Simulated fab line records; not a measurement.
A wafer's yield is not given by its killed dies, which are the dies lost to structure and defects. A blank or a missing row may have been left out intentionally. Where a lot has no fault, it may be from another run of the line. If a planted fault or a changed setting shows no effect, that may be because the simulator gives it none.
fab line records | flow gf180mcu
record lots=13 wafers=39 lastDay=34
route steps=602 shown DUAL_GATE@144 HV_LDD@224 PSD@259 SALICIDE@280
lots with no fault: from the same line, run without faults
startH: the number of hours between the record's first day and the start of the first shown wafer of the lot | waitH: how many hours have passed since the lot's step before this one | " as in the row above | L1.1+2: one row covering several wafers at once | - no value, or no start was given | * or withheld: withheld | < > ~ a bound
route shown NAME@n: a module of which the file shows steps, and the number in the route of the first | usual: mean and standard deviation over wafers with no fault | same: alike in all rows | chamber/n: place in a boat | sites: the reading at each site | _std_site: the standard deviation of these | _edge_site: outer sites' mean less inner sites' | radiusMm: how far each site lies from the wafer's centre | mask NAME#n: copy n | behind: the most recent tool/chamber to have shaped the wafer | hold: why the lot went on hold/how many hours it stayed there/how the hold came to an end | device: the n, p or np transistor that did not switch | end of line: at the end of the route, the tests of the same wafers | a step with no rows: only its recipe | killed: dies that structure and defects cost at the first sort, which is not the same as the wafer's yield | map: the dies of a wafer, with x for killed, . for not killed, _ for no die there
set.NAME: the setting as run; set.NAME@STEP: as run at that earlier step | model.NAME: the simulator's own value behind a step, which no gauge read
steps of the route over a sample of lots; a table a step, a row a wafer
services: when a tool's chamber went out of use (startH, in hours from the record's first day, below 0 if earlier), for how many hours, and the reason
## steps
# step GF_DUAL_GATE_THK_MEAS_03
# recipe reads=SiO2_of_DUAL_GATE_OXIDATION_02
# usual DUAL_GATE_OXIDATION_00_THK=10.90/0.22
# columns lot.wafer tool chamber startH waitH DUAL_GATE_OXIDATION_00_THK[nm]
L133.1 filmMetro-03 - 160.58 0.0 11.10
L133.5 " - " " 11.17
L133.6 " - " " 10.95
L134.4 filmMetro-03 - 165.93 0.0 11.23
L134.5 " - " " 10.93
L134.6 " - " " 11.28
L135.2 filmMetro-03 - 172.89 0.0 10.95
L135.3 " - " " 10.55
L135.5 " - " " 10.69
L137.3 filmMetro-03 - 186.61 0.0 11.47
L137.5 " - " " 11.11
L137.6 " - " " 11.44
L138.2 filmMetro-04 - 194.60 0.0 11.08
L138.4 " - " " 11.14
L138.6 " - " " 11.06
L139.2 filmMetro-04 - 199.24 0.0 10.98
L139.5 " - " " 11.18
L139.6 " - " " 11.21
L142.2 filmMetro-01 - 220.20 0.0 11.07
L142.3 " - " " 11.01
L142.6 " - " " 11.06
L144.3 filmMetro-01 - 234.53 0.0 10.66
L144.5 " - " " 10.87
L144.6 " - " " 10.82
L145.1 filmMetro-04 - 238.23 0.0 10.84
L145.2 " - " " 10.71
L145.4 " - " " 10.81
L147.2 filmMetro-04 - 253.79 0.0 10.88
L147.3 " - " " 10.96
L147.5 " - " " 10.95
L153.2 filmMetro-04 - 293.63 0.0 10.65
L153.5 " - " " 10.79
L153.6 " - " " 10.88
L154.1 filmMetro-03 - 301.47 0.0 10.43
L154.3 " - " " 10.62
L154.6 " - " " 10.67
L155.3 filmMetro-04 - 308.18 0.0 10.55
L155.4 " - " " 10.39
L155.6 " - " " 10.41
# step GF_HV_LDD_IMPLANT_48
# recipe species=B energyKev=25 doseCm2=3e+13 tiltDeg=7
# usual doseIonsCm2=3e+13/3.4e+10 faradayCurrentUA=169/3.7
# same implantIonAmu=11
# columns lot.wafer tool chamber startH waitH doseIonsCm2 faradayCurrentUA
L133.1 implanter-02 0 271.75 0.0 3e+13 171
L133.5 " 0 " " 3.003e+13 166
L133.6 " 0 " " 2.994e+13 172
L134.4 implanter-03 0 280.09 0.1 3.001e+13 162
L134.5 " 0 " " 3.005e+13 164
L134.6 " 0 " " 2.996e+13 171
L135.2 implanter-02 0 288.08 0.0 3.005e+13 173
L135.3 " 0 " " 3.002e+13 170
L135.5 " 0 " " 3.004e+13 167
L137.3 implanter-02 0 307.59 0.1 3.002e+13 169
L137.5 " 0 " " 3.003e+13 168
L137.6 " 0 " " 3e+13 164
L138.2 implanter-03 0 313.58 0.0 3.005e+13 172
L138.4 " 0 " " 3.004e+13 164
L138.6 " 0 " " 3.002e+13 168
L139.2 implanter-03 0 318.93 0.0 3.002e+13 168
L139.5 " 0 " " 3e+13 173
L139.6 " 0 " " 3.001e+13 168
L142.2 implanter-03 0 344.32 0.0 3.002e+13 166
L142.3 " 0 " " 2.997e+13 170
L142.6 " 0 " " 2.999e+13 174
L144.3 implanter-02 0 363.05 0.1 2.994e+13 166
L144.5 " 0 " " 3e+13 174
L144.6 " 0 " " 2.996e+13 174
L145.1 implanter-04 0 368.80 0.0 2.999e+13 172
L145.2 " 0 " " 2.999e+13 175
L145.4 " 0 " " 3e+13 177
L147.2 implanter-02 0 386.08 0.0 3e+13 175
L147.3 " 0 " " 3.003e+13 170
L147.5 " 0 " " 3.001e+13 166
L153.2 implanter-02 0 432.37 0.0 5.838e+13 329
L153.5 " 0 " " 5.841e+13 322
L153.6 " 0 " " 5.841e+13 338
L154.1 implanter-02 0 443.04 0.0 5.831e+13 319
L154.3 " 0 " " 5.833e+13 331
L154.6 " 0 " " 5.83e+13 334
L155.3 implanter-03 0 449.40 0.1 3.003e+13 167
L155.4 " 0 " " 3.003e+13 174
L155.6 " 0 " " 3e+13 174
# step GF_HV_LDD_TW_MEAS_50
# usual HV_LDD_4_TW=569/4.7
# columns lot.wafer tool chamber startH waitH HV_LDD_4_TW
L133.1 filmMetro-04 - 272.02 0.1 569
L133.5 " - " " 568
L133.6 " - " " 568
L134.4 filmMetro-01 - 280.29 0.1 560
L134.5 " - " " 561
L134.6 " - " " 561
L135.2 filmMetro-02 - 288.31 0.1 572
L135.3 " - " " 572
L135.5 " - " " 570
L137.3 filmMetro-01 - 307.81 0.1 562
L137.5 " - " " 561
L137.6 " - " " 564
L138.2 filmMetro-02 - 313.81 0.1 572
L138.4 " - " " 569
L138.6 " - " " 570
L139.2 filmMetro-02 - 319.17 0.1 570
L139.5 " - " " 574
L139.6 " - " " 573
L142.2 filmMetro-02 - 344.55 0.1 573
L142.3 " - " " 570
L142.6 " - " " 570
L144.3 filmMetro-04 - 363.27 0.1 572
L144.5 " - " " 572
L144.6 " - " " 571
L145.1 filmMetro-02 - 369.05 0.1 571
L145.2 " - " " 575
L145.4 " - " " 574
L147.2 filmMetro-01 - 386.31 0.1 561
L147.3 " - " " 565
L147.5 " - " " 561
L153.2 filmMetro-02 - 432.60 0.1 705
L153.5 " - " " 704
L153.6 " - " " 706
L154.1 filmMetro-02 - 443.29 0.1 706
L154.3 " - " " 705
L154.6 " - " " 706
L155.3 filmMetro-04 - 449.62 0.1 572
L155.4 " - " " 572
L155.6 " - " " 571
# step GF_PSD_TW_MEAS_11
# usual PSD_TW=3152/27
# columns lot.wafer tool chamber startH waitH PSD_TW
L133.1 filmMetro-03 - 315.56 0.1 3122
L133.5 " - " " 3120
L133.6 " - " " 3126
L134.4 filmMetro-01 - 324.68 0.1 3130
L134.5 " - " " 3122
L134.6 " - " " 3137
L135.2 filmMetro-01 - 333.16 0.1 3148
L135.3 " - " " 3150
L135.5 " - " " 3133
L137.3 filmMetro-01 - 353.47 0.1 3140
L137.5 " - " " 3149
L137.6 " - " " 3124
L138.2 filmMetro-01 - 359.62 0.1 3142
L138.4 " - " " 3156
L138.6 " - " " 3170
L139.2 filmMetro-02 - 366.22 0.1 3201
L139.5 " - " " 3200
L139.6 " - " " 3208
L142.2 filmMetro-03 - 392.21 0.1 3135
L142.3 " - " " 3125
L142.6 " - " " 3130
L144.3 filmMetro-01 - 414.03 0.1 3148
L144.5 " - " " 3154
L144.6 " - " " 3137
L145.1 filmMetro-02 - 418.41 0.1 3189
L145.2 " - " " 3172
L145.4 " - " " 3184
L147.2 filmMetro-01 - 436.56 0.1 3144
L147.3 " - " " 3132
L147.5 " - " " 3150
L153.2 filmMetro-01 - 485.00 0.1 3139
L153.5 " - " " 3150
L153.6 " - " " 3137
L154.1 filmMetro-01 - 495.64 0.1 3135
L154.3 " - " " 3133
L154.6 " - " " 3132
L155.3 filmMetro-03 - 501.38 0.1 3140
L155.4 " - " " 3136
L155.6 " - " " 3125
# step GF_SALICIDE_SPUTTER_02
# recipe material=Co targetThkNm=10 powerW=1000 timeS=20 chamberPressurePa=0.4
# usual chamberPressurePa=0.3999/0.00089 throttleValvePct=30.1/1.1
# columns lot.wafer tool chamber startH waitH chamberPressurePa throttleValvePct
L133.1 pvdSputter-03 - 337.12 0.0 0.4001 30.2
L133.5 " - " " 0.4013 30.1
L133.6 " - " " 0.3994 28.9
L134.4 pvdSputter-03 - 346.54 0.0 0.4001 29.0
L134.5 " - " " 0.3978 28.5
L134.6 " - " " 0.3990 30.2
L135.2 pvdSputter-03 - 355.83 0.0 0.3984 30.1
L135.3 " - " " 0.3980 28.9
L135.5 " - " " 0.3996 30.1
L137.3 pvdSputter-02 - 376.26 0.0 0.3997 32.1
L137.5 " - " " 0.3984 29.1
L137.6 " - " " 0.4006 29.7
L138.2 pvdSputter-04 - 383.05 0.0 0.3992 30.7
L138.4 " - " " 0.4005 30.7
L138.6 " - " " 0.4002 30.4
L139.2 pvdSputter-04 - 389.73 0.0 0.3988 30.4
L139.5 " - " " 0.4005 30.6
L139.6 " - " " 0.4005 30.7
L142.2 pvdSputter-02 - 416.51 0.0 0.4012 29.2
L142.3 " - " " 0.4004 27.8
L142.6 " - " " 0.3991 29.5
L144.3 pvdSputter-02 - 438.84 0.0 0.3996 27.8
L144.5 " - " " 0.4001 32.3
L144.6 " - " " 0.3995 29.6
L145.1 pvdSputter-02 - 443.82 0.0 0.4009 32.0
L145.2 " - " " 0.3994 29.2
L145.4 " - " " 0.3987 29.5
L147.2 pvdSputter-04 - 461.94 0.0 0.4008 30.8
L147.3 " - " " 0.4014 30.7
L147.5 " - " " 0.3994 30.5
L153.2 pvdSputter-04 - 510.03 0.0 0.4005 30.7
L153.5 " - " " 0.3994 30.7
L153.6 " - " " 0.3989 30.5
L154.1 pvdSputter-03 - 520.05 0.0 0.3995 29.9
L154.3 " - " " 0.3999 28.9
L154.6 " - " " 0.3984 30.2
L155.3 pvdSputter-02 - 525.04 0.0 0.3999 28.0
L155.4 " - " " 0.4002 29.5
L155.6 " - " " 0.3999 29.2
## services
# columns tool chamber startH hours kind
pvdSputter-03 1 252.27 - consumableReplace:kit
pvdSputter-03 1 252.27 18.0 scheduledDown
pvdSputter-03 1 252.27 18.0 ventCycle
implanter-02 - 266.59 5.1 repair
pvdSputter-04 - 272.67 3.4 repair
implanter-02 - 279.20 3.8 pm
implanter-02 - 295.65 4.7 repair
implanter-02 - 316.01 3.3 repair
implanter-03 - 348.09 2.0 repair
pvdSputter-04 1 362.60 - consumableReplace:kit
pvdSputter-04 1 362.60 18.0 scheduledDown
pvdSputter-02 2 381.38 - consumableReplace:kit
pvdSputter-02 2 381.38 18.0 scheduledDown
pvdSputter-02 2 381.38 18.0 ventCycle
implanter-03 - 398.20 3.3 pm
implanter-04 - 400.81 5.7 pm
implanter-04 - 412.95 5.2 repair
implanter-04 - 429.61 0.8 repair
pvdSputter-02 - 448.27 5.3 repair
implanter-04 - 454.88 3.2 repair
implanter-04 - 470.78 1.4 repair
pvdSputter-02 - 495.62 2.7 repair
pvdSputter-04 - 497.01 1.5 repair
implanter-03 - 517.63 3.9 repair
## key
firstSign step=GF_HV_LDD_IMPLANT_48 reading=doseIonsCm2 direction=up sigmas=99+ usual=3e+13 struck=5.836e+13
effect step=GF_HV_LDD_IMPLANT_48 reading=faradayCurrentUA direction=up sigmas=43 usual=169 struck=329
effect step=GF_HV_LDD_TW_MEAS_50 reading=HV_LDD_4_TW direction=up sigmas=29 usual=569 struck=705
metAt GF_HV_LDD_IMPLANT_48
struckLots L153,L154
testerLeftOut L153,L154
notActingAt GF_DUAL_GATE_THK_MEAS_03,GF_PSD_TW_MEAS_11,GF_SALICIDE_SPUTTER_02
onsetBetween 386.08 432.37
fault kind=processParameterDrift tool=implanter-02 chamber=- onsetH=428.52 steps=GF_HV_LDD_IMPLANT_48 channel=doseCm2 offset=2.8341e+13 shape=step endH=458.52 actsIn=theseRecipesOnly stated=3e+13
# testerLeftOut: of these lots the tester's yield and bins aren't shown, on N5 and GAA mostly nor the transistor test; their killed dies are dies lost to structure and defects alone, not to doping, threshold or leakage, so they don't give the yield
